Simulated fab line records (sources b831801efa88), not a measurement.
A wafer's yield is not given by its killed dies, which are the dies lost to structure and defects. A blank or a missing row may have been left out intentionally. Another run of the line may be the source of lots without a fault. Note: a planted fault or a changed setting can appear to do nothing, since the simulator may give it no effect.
fab line records + flow sky130
record:
- lots: 6
- wafers: 18
- lastDay: 50
route steps=708 shown LDD_LDN@294 SPACER@304 POLY_CUT@307
lots untouched by any fault: they come from a run of this same line in which no faults occurred
startH: the number of hours between the record's first day and the start of the first shown wafer of the lot + waitH: hours elapsed since this lot's preceding step + " identical to the entry in the row above + L1.1+2: a single row standing in for several wafers + - value missing, or start not given + * or withheld: withheld + < > ~ a bound
route shown NAME@n: a module of which the file shows steps, and the number in the route of the first + usual: the fault-free wafers' mean and standard deviation + same: alike in all rows + chamber/n: place in a boat + sites: the reading at each site + _std_site: standard deviation of those values + _edge_site: mean of outer sites minus mean of inner sites + radiusMm: for every site, how far away it sits from the centre of the wafer + mask NAME#n: copy n + behind: tool/chamber where the wafer was last shaped + hold: the reason the lot was held/the length of the hold in hours/how it ended + device: the n, p or np transistor that did not switch + end of line: tests run on the same wafers once the route is complete + where a step has no rows: the recipe by itself + killed: dies that structure and defects cost at the first sort, which is not the same as the wafer's yield + map: the dies of a wafer, with x for killed, . for not killed, _ for no die there
set.NAME: the run value of the setting; set.NAME@STEP: its run value at that earlier step + model.NAME: the simulator's own value behind a step, which no gauge read
lots seen at some steps along the route; tables by step, rows by wafer
services: from which hour (startH, from the record's first day; less than 0 if before it) a tool's chamber was out of use, for how many hours, and why
== steps ==
step: SKY_LDD_LDN_PEB_05
recipe:
- tempC: withheld
- timeS: *
- resist: NOVOLAK
step: SKY_LDD_LDN_DEVELOP_06
recipe:
- resist: NOVOLAK
- developer: TMAH
- developTimeS: 60
- devTempC: 23
step: SKY_LDD_LDN_OVL_MEAS_07
usual:
- LDD_LDN_OVL: -0.4/1.3
| lot.wafer | tool       | chamber | startH | waitH | LDD_LDN_OVL[nm] |
|-----------|------------|---------|--------|-------|-----------------|
| L517.1    | overlay-02 | -       | 560.51 | 0.1   | -0.9            |
| L517.2    | "          | -       | "      | "     | -0.1            |
| L517.6    | "          | -       | "      | "     | -0.6            |
| L518.1    | overlay-01 | -       | 567.71 | 0.1   | -3.4            |
| L518.2    | "          | -       | "      | "     | -1.9            |
| L518.4    | "          | -       | "      | "     | -1.7            |
| L519.4    | overlay-02 | -       | 577.83 | 0.1   | -2.0            |
| L519.5    | "          | -       | "      | "     | -2.0            |
| L519.6    | "          | -       | "      | "     | -1.2            |
| L520.1    | overlay-02 | -       | 582.11 | 0.1   | 0.9             |
| L520.2    | "          | -       | "      | "     | -0.8            |
| L520.4    | "          | -       | "      | "     | 0.8             |
| L529.1    | overlay-01 | -       | 650.60 | 0.1   | 1.7             |
| L529.3    | "          | -       | "      | "     | -0.5            |
| L529.4    | "          | -       | "      | "     | 0.5             |
| L534.1    | overlay-01 | -       | 697.88 | 0.1   | -2.4            |
| L534.5    | "          | -       | "      | "     | -0.4            |
| L534.6    | "          | -       | "      | "     | -0.1            |
step: SKY_LDD_LDN_IMPLANT_08
recipe:
- species: As
- energyKev: 15
- doseCm2: 1.25e+13
- tiltDeg: withheld
- rotationDeg: 23
step: SKY_LDD_LDN_IMPLANT_09
recipe:
- species: As
- energyKev: 15
- doseCm2: 1.25e+13
- tiltDeg: withheld
- rotationDeg: 113
step: SKY_LDD_LDN_IMPLANT_10
recipe:
- species: As
- energyKev: 15
- doseCm2: 1.25e+13
- tiltDeg: withheld
- rotationDeg: 203
step: SKY_LDD_LDN_IMPLANT_11
recipe:
- species: As
- energyKev: 15
- doseCm2: 1.25e+13
- tiltDeg: withheld
- rotationDeg: 293
step: SKY_LDD_LDN_STRIP_12
recipe:
- chemistry: O2/N2
- powerW: 1400
- pressureMtorr: 1500
- platenTempC: withheld
- o2FlowSccm: 3000
- n2FlowSccm: 300
- overashFraction: 0.5
usual:
- drypumpMotorCurrentA: 5.4/0.57
- oesProductAu: 0.716/0.0045
- stripTimeToEndpointS: 14.18/0.034
| lot.wafer | tool           | chamber | startH | waitH | drypumpMotorCurrentA | oesProductAu | rfHoursCounterH | stripTimeToEndpointS |
|-----------|----------------|---------|--------|-------|----------------------|--------------|-----------------|----------------------|
| L517.1    | plasmaAsher-01 | 0       | 561.15 | 0.1   | 5.0                  | 0.720        | 44              | 14.17                |
| L517.2    | "              | 1       | "      | "     | 4.8                  | 0.712        | 44              | 14.16                |
| L517.6    | "              | 1       | "      | "     | 4.8                  | 0.719        | -               | 14.19                |
| L518.1    | plasmaAsher-03 | 1       | 568.35 | 0.1   | 6.4                  | 0.712        | 89              | 14.21                |
| L518.2    | "              | 0       | "      | "     | 5.4                  | 0.709        | 89              | 14.19                |
| L518.4    | "              | 1       | "      | "     | 6.4                  | 0.719        | -               | 14.16                |
| L519.4    | plasmaAsher-03 | 1       | 578.48 | 0.1   | 6.3                  | 0.716        | -               | 14.14                |
| L519.5    | "              | 0       | "      | "     | 5.4                  | 0.712        | -               | 14.15                |
| L519.6    | "              | 1       | "      | "     | 6.3                  | 0.720        | -               | 14.18                |
| L520.1    | plasmaAsher-03 | 1       | 582.75 | 0.1   | 6.4                  | 0.718        | 90              | 14.17                |
| L520.2    | "              | 0       | "      | "     | 5.4                  | 0.709        | 90              | 14.13                |
| L520.4    | "              | 1       | "      | "     | 6.4                  | 0.720        | -               | 14.13                |
| L529.1    | plasmaAsher-03 | 0       | 651.24 | 0.1   | 5.4                  | 0.716        | 97              | 14.22                |
| L529.3    | "              | 0       | "      | "     | 5.4                  | 0.720        | -               | 14.14                |
| L529.4    | "              | 1       | "      | "     | 6.4                  | 0.716        | -               | 14.16                |
| L534.1    | plasmaAsher-03 | 1       | 698.51 | 0.1   | 6.4                  | 0.709        | 102             | 14.11                |
| L534.5    | "              | 1       | "      | "     | 6.3                  | 0.718        | -               | 14.18                |
| L534.6    | "              | 0       | "      | "     | 5.4                  | 0.719        | -               | 14.15                |
step: SKY_LDD_LDN_TW_MEAS_13
usual:
- LDD_LDN_TW: 1485/11
| lot.wafer | tool         | chamber | startH | waitH | LDD_LDN_TW |
|-----------|--------------|---------|--------|-------|------------|
| L517.1    | filmMetro-01 | -       | 561.25 | 0.1   | 1500       |
| L517.2    | "            | -       | "      | "     | 1510       |
| L517.6    | "            | -       | "      | "     | 1503       |
| L518.1    | filmMetro-03 | -       | 568.45 | 0.1   | 1486       |
| L518.2    | "            | -       | "      | "     | 1482       |
| L518.4    | "            | -       | "      | "     | 1482       |
| L519.4    | filmMetro-01 | -       | 578.60 | 0.1   | 1492       |
| L519.5    | "            | -       | "      | "     | 1491       |
| L519.6    | "            | -       | "      | "     | 1484       |
| L520.1    | filmMetro-02 | -       | 582.85 | 0.1   | 1472       |
| L520.2    | "            | -       | "      | "     | 1471       |
| L520.4    | "            | -       | "      | "     | 1466       |
| L529.1    | filmMetro-03 | -       | 651.34 | 0.1   | 1493       |
| L529.3    | "            | -       | "      | "     | 1504       |
| L529.4    | "            | -       | "      | "     | 1494       |
| L534.1    | filmMetro-03 | -       | 698.61 | 0.1   | 1490       |
| L534.5    | "            | -       | "      | "     | 1494       |
| L534.6    | "            | -       | "      | "     | 1494       |
step: SKY_LDD_LDN_CLEAN_14
recipe:
- chemistry: SC1/SC2
- mix: 1:4:20
- tempC: 70
- timeS: 150
- dry: n2Spin
step: SKY_SPACER_CVD_00
recipe:
- material: Si3N4
- precursor: DCS/NH3
- targetThkNm: 43.1
- tempC: 770
- timeS: 740
- pressureMtorr: 250
step: SKY_SPACER_THK_MEAS_01
recipe:
- reads: Si3N4_of_SPACER_CVD_00
usual:
- SPACER_CVD_00_THK: 43.3/0.39
| lot.wafer | tool         | chamber | startH | waitH | SPACER_CVD_00_THK[nm] |
|-----------|--------------|---------|--------|-------|-----------------------|
| L517.1    | filmMetro-01 | -       | 562.77 | 0.0   | 43.1                  |
| L517.2    | "            | -       | "      | "     | 43.4                  |
| L517.6    | "            | -       | "      | "     | 43.1                  |
| L518.1    | filmMetro-03 | -       | 569.77 | 0.0   | 43.4                  |
| L518.2    | "            | -       | "      | "     | 43.2                  |
| L518.4    | "            | -       | "      | "     | 43.4                  |
| L519.4    | filmMetro-03 | -       | 580.47 | 0.0   | 43.8                  |
| L519.5    | "            | -       | "      | "     | 43.6                  |
| L519.6    | "            | -       | "      | "     | 43.7                  |
| L520.1    | filmMetro-01 | -       | 584.17 | 0.0   | 42.7                  |
| L520.2    | "            | -       | "      | "     | 42.7                  |
| L520.4    | "            | -       | "      | "     | 42.8                  |
| L529.1    | filmMetro-03 | -       | 654.78 | 0.0   | 43.3                  |
| L529.3    | "            | -       | "      | "     | 42.8                  |
| L529.4    | "            | -       | "      | "     | 43.1                  |
| L534.1    | filmMetro-01 | -       | 699.93 | 0.0   | 43.7                  |
| L534.5    | "            | -       | "      | "     | 43.1                  |
| L534.6    | "            | -       | "      | "     | 43.5                  |
step: SKY_SPACER_ETCHBACK_02
recipe:
- chemistry: CH3F/O2
- target: Si3N4
- stopOn: SiO2
- sourceW: 400
- biasW: 80
- pressureMtorr: 25
- ch3fFlowSccm: 40
- O2_flow_sccm: 30
- timeS: 46.7
- targetDepthA: 450
usual:
- ch3fFlowSccm: 40.00/0.12
- drypumpMotorCurrentA: 5.8/0.53
- oesProductAu: 0.858/0.006
- throttleValvePct: 10.562/0.0084
| lot.wafer | tool       | chamber | startH | waitH | ch3fFlowSccm | drypumpMotorCurrentA | oesProductAu | rfHoursCounterH | throttleValvePct | model.SiO2_of_SONOS_ONO_CVD_04.thkNm |
|-----------|------------|---------|--------|-------|--------------|----------------------|--------------|-----------------|------------------|--------------------------------------|
| L517.1    | rieDiel-01 | 0       | 562.83 | 0.1   | 39.82        | 5.4                  | 0.857        | 5               | 10.570           | 4.173                                |
| L517.2    | "          | 3       | "      | "     | 40.03        | 5.4                  | 0.862        | 7               | 10.570           | 4.16                                 |
| L517.6    | "          | 2       | "      | "     | 39.96        | 6.4                  | 0.859        | -               | 10.561           | 4.132                                |
| L518.1    | rieDiel-01 | 0       | 569.83 | 0.1   | 40.20        | 5.4                  | 0.850        | 5               | 10.560           | 4.094                                |
| L518.2    | "          | 1       | "      | "     | 39.81        | 6.1                  | 0.848        | 17              | 10.556           | 4.16                                 |
| L518.4    | "          | 1       | "      | "     | 40.06        | 6.1                  | 0.857        | -               | 10.568           | 4.115                                |
| L519.4    | rieDiel-01 | 0       | 580.52 | 0.0   | 39.87        | 5.4                  | 0.868        | -               | 10.555           | 4.256                                |
| L519.5    | "          | 2       | "      | "     | 39.99        | 6.4                  | 0.866        | -               | 10.557           | 0                                    |
| L519.6    | "          | 1       | "      | "     | 39.94        | 6.1                  | 0.857        | -               | 10.550           | 4.306                                |
| L520.1    | rieDiel-01 | 1       | 584.23 | 0.1   | 40.00        | 6.2                  | 0.849        | 17              | 10.566           | 4.218                                |
| L520.2    | "          | 2       | "      | "     | 39.80        | 6.4                  | 0.849        | 14              | 10.550           | 0                                    |
| L520.4    | "          | 0       | "      | "     | 40.26        | 5.5                  | 0.856        | -               | 10.545           | 4.137                                |
| L529.1    | rieDiel-01 | 2       | 654.84 | 0.1   | 40.06        | 6.4                  | 0.857        | 16              | 10.574           | 4.281                                |
| L529.3    | "          | 3       | "      | "     | 39.90        | 5.4                  | 0.850        | 8               | 10.564           | 4.219                                |
| L529.4    | "          | 1       | "      | "     | 39.97        | 6.2                  | 0.853        | 18              | 10.563           | 4.156                                |
| L534.1    | rieDiel-03 | 1       | 699.99 | 0.1   | 40.06        | 5.9                  | 0.857        | 19              | 10.567           | 4.211                                |
| L534.5    | "          | 2       | "      | "     | 40.12        | 4.9                  | 0.854        | -               | 10.563           | 4.102                                |
| L534.6    | "          | 1       | "      | "     | 39.98        | 5.9                  | 0.856        | -               | 10.561           | 4.238                                |
step: SKY_POLY_CUT_DEHYDRATE_00
recipe:
- tempC: 200
- timeS: 60
== services ==
| tool           | chamber | startH | hours | kind          |
|----------------|---------|--------|-------|---------------|
| rieDiel-01     | 3       | 556.83 | 1.4   | repair        |
| rieDiel-01     | 3       | 567.69 | 21.2  | repair        |
| rieDiel-01     | 0       | 585.98 | 5.8   | repair        |
| rieDiel-01     | 1       | 586.90 | 9.4   | repair        |
| rieDiel-03     | 0       | 598.18 | -     | clean         |
| rieDiel-03     | 0       | 598.18 | 13.2  | scheduledDown |
| rieDiel-03     | 0       | 598.18 | 13.2  | ventCycle     |
| rieDiel-01     | -       | 617.45 | 2.8   | pm            |
| rieDiel-03     | 2       | 638.48 | 8.0   | repair        |
| rieDiel-03     | 2       | 661.11 | -     | clean         |
| rieDiel-03     | 2       | 661.11 | 19.9  | scheduledDown |
| rieDiel-03     | 2       | 661.11 | 19.9  | ventCycle     |
| plasmaAsher-01 | -       | 676.49 | 2.8   | pm            |
| rieDiel-03     | -       | 678.53 | 0.4   | repair        |
| plasmaAsher-01 | -       | 690.03 | 4.9   | repair        |
| rieDiel-03     | 0       | 695.91 | 18.8  | repair        |
== key ==
firstSign none at tools or gauges
modelEffect:
- step: SKY_SPACER_ETCHBACK_02
- value: SiO2_of_SONOS_ONO_CVD_04.thkNm
- without: 4.221
- struck: 0
metAt SKY_SPACER_ETCHBACK_02
struckWafers L519.5,L520.2
laterRowsLeftOut L519.5,L520.2
sortLeftOut L519.5,L520.2
testerLeftOut L519,L520
onsetBetween 562.83 580.52
fault:
- kind: processParameterDrift
- tool: rieDiel-01
- chamber: 2
- onsetH: 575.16
- steps: SKY_SPACER_ETCHBACK_02
- channel: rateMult
- offset: 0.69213
- shape: step
- endH: 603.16
testerLeftOut: of these lots the tester's yield and bins aren't shown, on N5 and GAA mostly nor the transistor test; their killed dies are dies lost to structure and defects alone, not to doping, threshold or leakage, so they don't give the yield
sortLeftOut: the simulated sort isn't trusted on such a fault, so these wafers' sort isn't shown, and their yield isn't known
laterRowsLeftOut: the simulator's readings of these wafers behind a module that went badly wrong aren't trusted and aren't shown, but for the sort
